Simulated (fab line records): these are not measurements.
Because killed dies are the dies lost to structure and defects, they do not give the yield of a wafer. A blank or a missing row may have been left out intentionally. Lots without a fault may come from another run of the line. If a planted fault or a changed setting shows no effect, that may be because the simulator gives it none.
Which tool is to blame?    flow sky130    14 lots with 42 wafers sampled at 2 steps, on a route of 708 steps

WHAT THE GAUGES SHOWED, per wafer
SKY_SONOS_ONO_THK_MEAS_01.
lot   measured      on             SONOS_ONO_OXIDATION_THK (nm)
L804  day 12 10:04  film_metro-02  2.62 2.57 2.59
L805  day 12 23:20  film_metro-04  2.58 2.55 2.60
L806  day 13 06:51  film_metro-02  2.61 2.66 2.59
L807  day 13 11:44  film_metro-03  2.59 2.57 2.52
L808  day 13 18:47  film_metro-03  2.60 2.61 2.62
L809  day 13 22:28  film_metro-03  2.59 2.60 2.64
L810  day 14 10:20  film_metro-03  2.62 2.59 2.57
L813  day 15 11:02  film_metro-02  2.54 2.52 2.51
L815  day 16 03:38  film_metro-03  2.64 2.63 2.65
L816  day 16 10:15  film_metro-03  2.57 2.61 2.58
L821  day 18 02:28  film_metro-02  2.54 2.64 2.57
L822  day 18 13:52  film_metro-04  2.52 2.50 2.43
L823  day 18 17:38  film_metro-03  2.45 2.54 2.63
L824  day 18 21:33  film_metro-04  2.57 2.56 2.48

SKY_SONOS_ONO_THK_MEAS_03.
lot   measured      on             SONOS_ONO_CVD_02_THK (nm)
L804  day 12 11:11  film_metro-02  10.61 10.70 10.67
L805  day 13 03:17  film_metro-04  10.46 10.43 10.63
L806  day 13 08:23  film_metro-04  10.52 10.68 10.49
L807  day 13 12:50  film_metro-03  10.68 10.63 10.75
L808  day 13 22:55  film_metro-03  10.48 10.35 10.50
L809  day 14 02:58  film_metro-03  10.86 10.71 10.78
L810  day 14 13:44  film_metro-02  10.43 10.46 10.44
L813  day 15 12:56  film_metro-02  10.45 10.32 10.37
L815  day 16 05:20  film_metro-04  10.47 10.53 10.57
L816  day 16 11:22  film_metro-03  10.24 10.32 10.24
L821  day 18 04:31  film_metro-03  10.60 10.38 10.56
L822  day 18 17:22  film_metro-04  10.08 10.14 10.30
L823  day 18 20:16  film_metro-03  10.69 10.67 10.63
L824  day 19 00:24  film_metro-02  10.62 10.49 10.41

WHAT TOOL EACH LOT RAN ON (gives the tool, then ch and the chambers of the sampled wafers, and finally the start)
The record shows no process step preceding these readings.

AS READ BY THE TOOLS THEMSELVES (means over the sampled wafers that have a number; for cases with no such wafer, the mark the record gives instead)
The record holds no such reading with a usual standard deviation.

THE ANSWER, worked out from the rows above alone
Rule: the lots themselves supply what counts as usual. Put in order of their means at a reading, lots are off if they are a third of the lots or fewer, leave a main group of 4 or more, and stand apart from it by a gap of 3 or more times the standard deviation of the main group's means; of several such gaps the widest counts. The tables above print the reading to a certain number of digits; a main group whose means all agree to those digits is not used. A lot without any number at a reading at which 4 lots or more have one is off too. The other lots that the step has rows for count as sound. After the gauges, taken in route order, come the tools' own readings; for these a lot's mean is taken, as printed above. At the first step where some lot is off, the reading lying furthest off is the one used; lots without a number count as furthest.
No lot is off at any reading shown: from this, nothing can be told.

WHAT THE SIMULATOR HAD PUT IN
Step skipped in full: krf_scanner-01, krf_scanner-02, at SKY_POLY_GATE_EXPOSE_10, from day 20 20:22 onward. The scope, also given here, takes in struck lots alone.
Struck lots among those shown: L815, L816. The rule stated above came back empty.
